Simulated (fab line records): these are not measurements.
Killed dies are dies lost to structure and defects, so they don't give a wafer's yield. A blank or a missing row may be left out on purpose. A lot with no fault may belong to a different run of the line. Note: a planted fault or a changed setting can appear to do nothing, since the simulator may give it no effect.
Lot-split experiment + flow sky130 + 5 lots, 23 wafers read, on a route of 708 steps

SPLIT DETAILS
At SKY_LI_CONTACT_COAT_07 (resist thk 450 nm), the setting spinRpm was moved away from the recipe's 3000 rpm on 11 of the 23 wafers read, by -3.2% to +4.3%. For the rest of the wafers, this setting stayed at what the recipe calls for.

There is no step in the file separating the split from the reading.

THE READING
KrF-thick_of_LI_CONTACT_COAT_07.thkNm (the simulator's own value, which no gauge read), in nm, at SKY_LI_CONTACT_SOFTBAKE_08 (time 90 s). The file gives no usual value for it. Average 450.2 nm, standard deviation 1.1 nm, over the 12 wafers here run with the recipe.

| wafer  | tool, chamber at the split | spinRpm as run, rpm | against the recipe | KrF-thick_of_LI_CONTACT_COAT_07.thkNm, nm | against lot-mates on the recipe |
|--------|----------------------------|---------------------|--------------------|-------------------------------------------|---------------------------------|
| L074.1 | lithoTrack-02, 0           | 3000                | recipe             | 450.6                                     | -                               |
| L074.2 | lithoTrack-02, 0           | 3000                | recipe             | 449.6                                     | -                               |
| L074.3 | lithoTrack-02, 0           | 3000                | recipe             | 449.8                                     | -                               |
| L074.5 | lithoTrack-02, 0           | 3083                | +2.8%              | 443.2                                     | -6.8                            |
| L074.6 | lithoTrack-02, 0           | 3083                | +2.8%              | 443.3                                     | -6.7                            |
| L075.1 | lithoTrack-01, 0           | 3000                | recipe             | 449.7                                     | -                               |
| L075.3 | lithoTrack-01, 0           | 3113                | +3.8%              | 440.6                                     | -8.7                            |
| L075.4 | lithoTrack-01, 0           | 3113                | +3.8%              | 440.4                                     | -8.9                            |
| L075.5 | lithoTrack-01, 0           | 3000                | recipe             | 448.9                                     | -                               |
| L075.6 | lithoTrack-01, 0           | 3113                | +3.8%              | 439.5                                     | -9.8                            |
| L076.1 | lithoTrack-04, 0           | 3000                | recipe             | 451.9                                     | -                               |
| L076.2 | lithoTrack-04, 0           | 3000                | recipe             | 452.5                                     | -                               |
| L076.5 | lithoTrack-04, 0           | 3000                | recipe             | 451.6                                     | -                               |
| L083.1 | lithoTrack-04, 0           | 2905                | -3.2%              | 458.1                                     | +8.6                            |
| L083.2 | lithoTrack-04, 0           | 2905                | -3.2%              | 456.6                                     | +7.1                            |
| L083.3 | lithoTrack-04, 0           | 2905                | -3.2%              | 456.5                                     | +7.0                            |
| L083.4 | lithoTrack-04, 0           | 3000                | recipe             | 449.8                                     | -                               |
| L083.5 | lithoTrack-04, 0           | 3000                | recipe             | 449.2                                     | -                               |
| L085.1 | lithoTrack-04, 0           | 3129                | +4.3%              | 439.9                                     | -9.4                            |
| L085.2 | lithoTrack-04, 0           | 3000                | recipe             | 449.1                                     | -                               |
| L085.3 | lithoTrack-04, 0           | 3000                | recipe             | 449.5                                     | -                               |
| L085.4 | lithoTrack-04, 0           | 3129                | +4.3%              | 439.3                                     | -10.0                           |
| L085.6 | lithoTrack-04, 0           | 3129                | +4.3%              | 440.2                                     | -9.1                            |

THE FIT
A straight line over all 23 wafers: KrF-thick_of_LI_CONTACT_COAT_07.thkNm changes by -2.41 nm for each +1% of spinRpm; r = -0.99; the points scatter about the line by 1 nm.
The same after taking each lot's own level away (the mean of its wafers on the recipe; 23 wafers): -2.34 nm for each +1%; r = -1.00; scatter 0.52 nm.
Per that fit: largest spinRpm move, reading shift of 10 nm.
From 449.30 to 452.00 nm: that is the span of the lots' own levels, equal to 2.4 times the standard deviation above.
The two slopes agree, so the slope changes little with the lot-to-lot level.
Check: -10.1 nm against its lot-mates is what the line predicts for one of the wafers moved furthest among these (+4.3%) when that wafer is left out of the fit. It came out at -9.4 nm against them.

THESE WAFERS: OTHER SPLITS
Before the reading, these wafers also passed through other splits. Each is held against what the fit with the lots' levels taken away leaves over:
| other split on the same wafers   | wafers away from the commonest value | r with KrF-thick_of_LI_CONTACT_COAT_07.thkNm (lot level and that fit taken away) |
|----------------------------------|--------------------------------------|----------------------------------------------------------------------------------|
| SKY_SD_P_IMPLANT_09 doseCm2      | 6                                    | +0.18                                                                            |
| SKY_SD_N_DEVELOP_06 developTimeS | 7                                    | +0.01                                                                            |
| SKY_SD_N_IMPLANT_09 energyKev    | 9                                    | -0.18                                                                            |

THE WHOLE CHAIN: every reading that the file lists as answering this split, in the file's order
| step                       | what it does      | reading                                                                                | change (the file's fit)              | r (the file's) |
|----------------------------|-------------------|----------------------------------------------------------------------------------------|--------------------------------------|----------------|
| SKY_LI_CONTACT_COAT_07     | resist thk 450 nm | KrF-thick_of_LI_CONTACT_COAT_07.thkNm (the simulator's own value, which no gauge read) | -2.35 nm for each +1% of the setting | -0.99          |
| SKY_LI_CONTACT_SOFTBAKE_08 | time 90 s         | KrF-thick_of_LI_CONTACT_COAT_07.thkNm (the simulator's own value, which no gauge read) | -2.34 nm for each +1% of the setting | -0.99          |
| SKY_LI_CONTACT_STRIP_16    | strips in O2/N2   | stripTimeToEndpointS                                                                   | withheld for each +1% of the setting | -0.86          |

FILE'S OWN FIT
KrF-thick_of_LI_CONTACT_COAT_07.thkNm changes by -2.34 nm for each +1% of spinRpm, r = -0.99.
